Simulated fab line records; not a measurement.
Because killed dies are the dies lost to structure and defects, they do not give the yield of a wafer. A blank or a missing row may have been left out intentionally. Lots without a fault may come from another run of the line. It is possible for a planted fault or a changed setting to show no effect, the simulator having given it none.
The same fault as seen by 2 desks ; flow gf180mcu ; each desk has only its own numbers; what lay behind them comes last

## TOOL OWNER'S DESK, lpcvd-02
The tool's own readings at GF_POLY_GATE_CVD_00 (deposits poly-Si, target thk 200 nm, time 1200 s): means of the sampled wafers that have a number, for each lot that ran on this tool. Marked OUT: a lot whose mean sits more than 4 standard deviations from the usual mean, which makes it out of limits; the brackets give that distance.
Columns: A = zone power lower pct at GF_POLY_GATE_CVD_00, usual 8.5 %
lot;first seen here;A
L896;day 8 12:59;8.8
L897;day 8 17:13;8.7
L899;day 9 04:01;8.7
L906;day 11 04:34;10.2
L907;day 11 13:34;10.3
Finding of this desk: none of the 5 lots has anything out of limits.

## AT THE METROLOGY DESK
What the gauges read for every lot (on any tool): the sampled wafers with a number, averaged. Marked OUT: a lot whose mean sits more than 4 standard deviations from the usual mean, which makes it out of limits; the brackets give that distance.
Columns: A = VT_IMPLANT_2_TW at GF_VT_IMPLANT_TW_MEAS_21, usual 1215; B = VT_IMPLANT_4_TW at GF_VT_IMPLANT_TW_MEAS_43, usual 685; C = POLY_GATE_CVD_00_THK at GF_POLY_GATE_THK_MEAS_01, usual 200.2 nm; D = SALICIDE_TIN_RS at GF_SALICIDE_RS_MEAS_04, usual 16.36 ohm/sq
lot;first seen here;A;B;C;D
L896;day 6 05:00;1200;685;197.9;16.92
L897;day 6 15:00;1210;683;197.2;16.19
L899;day 6 23:54;1228;685;199.4;16.43
L906;day 8 19:18;1231;686;166.7 (-17) OUT;16.66
L907;day 9 00:20;1207;687;164.5 (-18) OUT;16.46
L912;day 10 09:40;1216;681;201.7;16.33
L913;day 10 15:34;1209;694;201.8;16.12
L914;day 10 21:08;1224;685;201.6;16.22
L915;day 11 03:41;1201;691;199.0;16.74
L916;day 11 09:15;1221;691;200.6;16.80
L917;day 11 14:44;1209;683;202.6;16.45
L919;day 12 11:30;1220;681;200.8;16.33
This desk's finding: out of limits on L906, L907; first on L906, day 11 05:55 (POLY_GATE_CVD_00_THK at GF_POLY_GATE_THK_MEAS_01). In limits: L896, L897, L899, L912, L913, L914, L915, L916, L917, L919.

## PUT TOGETHER
At day 11 05:55 the metrology desk could have sounded an alarm, on L906, L907.
Nothing out of limits was seen by the tool owner's desk.
On record at the tool owner's desk: L906, L907, within its limits.
Of the lots named, all ran GF_POLY_GATE_CVD_00 on lpcvd-02.

## WHAT HAD BEEN PUT IN BY THE SIMULATOR
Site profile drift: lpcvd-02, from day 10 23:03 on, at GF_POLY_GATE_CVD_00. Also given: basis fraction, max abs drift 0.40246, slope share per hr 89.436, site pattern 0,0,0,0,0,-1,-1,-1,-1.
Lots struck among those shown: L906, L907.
Per desk, hours elapsed from the start of the fault to the first reading out of limits: for the metrology desk, 7.
